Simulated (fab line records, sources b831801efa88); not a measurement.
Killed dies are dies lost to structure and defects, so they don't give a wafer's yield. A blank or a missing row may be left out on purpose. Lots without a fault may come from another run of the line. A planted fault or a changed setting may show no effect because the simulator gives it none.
Problem report in the 8D (eight disciplines) form, filled by code | flow sfq_line | the parts of the form that need people (team, actions taken, sign-off) are left out

1. THE PROBLEM
L0_MONX_KI_RS at SFQ_L0_RS_MEAS_901 reads a mean of 49.7 ohm/sq on 6 wafers of 3 lots; wafers without a fault read 43.3 ohm/sq with a standard deviation of 0.41. That is +16 standard deviations from the usual mean.
The step: measures by four-point-probe.
First seen on wafer L849.5, day 3 14:37, on film_metro-01. The record holds 20 wafers of 7 lots with a number at this step. Rule for "out", or "out of limits": more than 4 standard deviations from the usual mean. The other wafers with a number count as sound.

2. WHAT IT IS AND WHAT IT IS NOT
question                    | is                                             | is not
which readings at this step | L0_MONX_KI_RS                                  | -
which lots                  | L849, L850, L852                               | L840, L842, L856, L860
which wafers of those lots  | L849.5, L849.6, L850.5, L850.6, L852.5, L852.6 | L849.4, L852.4
read on which gauges        | film_metro-01, film_metro-02                   | film_metro-03
when                        | from day 3 14:37                               | up to then (7 sound wafers); but 7 sound wafers of L852, L856, L860 came after

3. SUSPECTS, AND WHAT RULES EACH OUT
Counting: a tool at a process step up to the reading stays a suspect if it ran every lot that is out. Sound lots after the first of them don't rule it out here, since some wafers of a struck lot are sound.
- the gauge at SFQ_L0_RS_MEAS_901: ruled out. The wafers that are out were read on 2 gauges (film_metro-01, film_metro-02).
- pvd_sputter-05 at SFQ_TRILAYER_L0_DEP_SPUTTER_003 (material MoNx KI, target thk 40 nm, time 100 s): kept. It ran every lot that is out, first L849 (day 3 14:29); its last sound lot up to then is L842 (day 2 03:29).
Left after counting: pvd_sputter-05 at SFQ_TRILAYER_L0_DEP_SPUTTER_003.

4. THE CAUSE (what the simulator had put in)
Process parameter drift: pvd_sputter-05, from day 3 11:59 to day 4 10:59, at SFQ_TRILAYER_L0_DEP_SPUTTER_003. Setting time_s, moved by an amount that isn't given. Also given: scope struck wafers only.
Counting left only this tool.

5. THE CHAIN OF EFFECTS, in route order
Each row: a reading whose mean over the struck wafers that have a number lies more than 3 standard deviations from the usual. Only readings for which the record gives a usual standard deviation are gone through. hours: the time from each lot's start at the first step in this table that gives one to its start at this step, as a median over the lots. sigmas: the change in usual standard deviations.
hours | step                                | reading        | usual       | on struck wafers | change | sigmas
0     | SFQ_L0_RS_MEAS_901                  | L0_MONX_KI_RS  | 43.3 ohm/sq | 49.7             | +6.4   | +16
3     | SFQ_L0_THK_MEAS_902                 | L0_MONX_KI_THK | 40.3 nm     | 35.3             | -5.0   | -10
79    | SFQ_TRILAYER_L0_ETCH_METAL_ETCH_008 | oes_product_au | 0.875 a.u.  | 0.814            | -0.061 | -9.6
The process steps in it:
- SFQ_TRILAYER_L0_ETCH_METAL_ETCH_008: etches MoNx KI in SF6/O2, stops on SiO2, target depth 50 nm, time 25 s.
Later measuring or inspecting steps at which every struck wafer that the step has a row for has a number for every such reading, and none has moved that far: SFQ_L0V_OVL_MEAS_903, SFQ_M0_RS_MEAS_904, SFQ_M8_BOW_MEAS_951.

6. WHAT WOULD HAVE CAUGHT IT SOONER
In this record the first reading out of limits at a measuring or inspecting step was taken at day 3 14:37, 3 hours after the fault began at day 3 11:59.
Of the tool readings at SFQ_TRILAYER_L0_DEP_SPUTTER_003 for which the record gives a usual standard deviation, none was out on any struck wafer, so an alarm limit of 4 standard deviations on them would not have fired.
Of the lots that are out (3), L850, L852 began SFQ_TRILAYER_L0_DEP_SPUTTER_003 on pvd_sputter-05 after day 3 14:37. A hold on the tool at that time would have spared those 2.
